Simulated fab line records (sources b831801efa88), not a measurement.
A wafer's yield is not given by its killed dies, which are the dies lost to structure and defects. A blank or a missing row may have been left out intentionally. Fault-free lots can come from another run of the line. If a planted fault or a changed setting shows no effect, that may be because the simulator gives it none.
Which tool did it?    flow sky130    at 1 step of a route of 708, 9 lots with 27 wafers sampled

## WHAT EACH GAUGE READ, for each wafer
SKY_SPACER_THK_MEAS_01.
lot   measured      on             SPACER_CVD_00_THK (nm)
L544  day 23 02:10  film metro-03  43.2 43.0 43.1
L545  day 23 20:39  film metro-04  43.4 43.0 42.9
L547  day 24 13:31  film metro-04  43.1 42.7 42.9
L546  day 24 15:19  film metro-03  43.1 42.8 42.8
L548  day 24 23:27  film metro-01  43.0 42.9 42.8
L558  day 28 12:57  film metro-03  44.5 44.5 44.7
L560  day 28 18:06  film metro-03  43.8 44.1 44.4
L561  day 29 00:05  film metro-01  42.6 42.7 42.6
L567  day 31 01:34  film metro-04  43.4 43.3 43.4

## WHAT TOOL EACH LOT RAN ON (gives the tool, then ch and the chambers of the sampled wafers, and finally the start)
No process step before these readings appears in the record.

## THE ANSWER, worked out from the rows above alone
Rule: the usual values come from the lots themselves. Put in order of their means at a reading, lots are off if they are a third of the lots or fewer, leave a main group of 4 or more, and stand apart from it by a gap of 3 or more times the standard deviation of the main group's means; of several such gaps the widest counts. If all means in a main group match to the digits the tables above print for the reading, that group is not used. A lot without any number at a reading at which 4 lots or more have one is off too. The other lots that the step has rows for count as sound.
Off: L558, L560, seen at SKY_SPACER_THK_MEAS_01 (SPACER_CVD_00_THK). The main group has a mean of 43.0 nm with a standard deviation of 0.21.
A tool fits if, at a process step before that reading, it ran every lot that is off, and no sound lot after the first of them. Those tools and the gauges at SKY_SPACER_THK_MEAS_01 are tried in the same way. One fits: SKY_SPACER_THK_MEAS_01 on film metro-03. Its last sound lot is L546 (day 24 15:19), its first lot that is off L558 (day 28 12:57): a fault that began between those two fits.

## WHAT THE SIMULATOR HAD PUT IN
Metrology matching offset: film metro-03, from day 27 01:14 on, at SKY_SPACER_THK_MEAS_01. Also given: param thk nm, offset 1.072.
Lots struck among those shown: L558, L560. Same finding as the rule above.
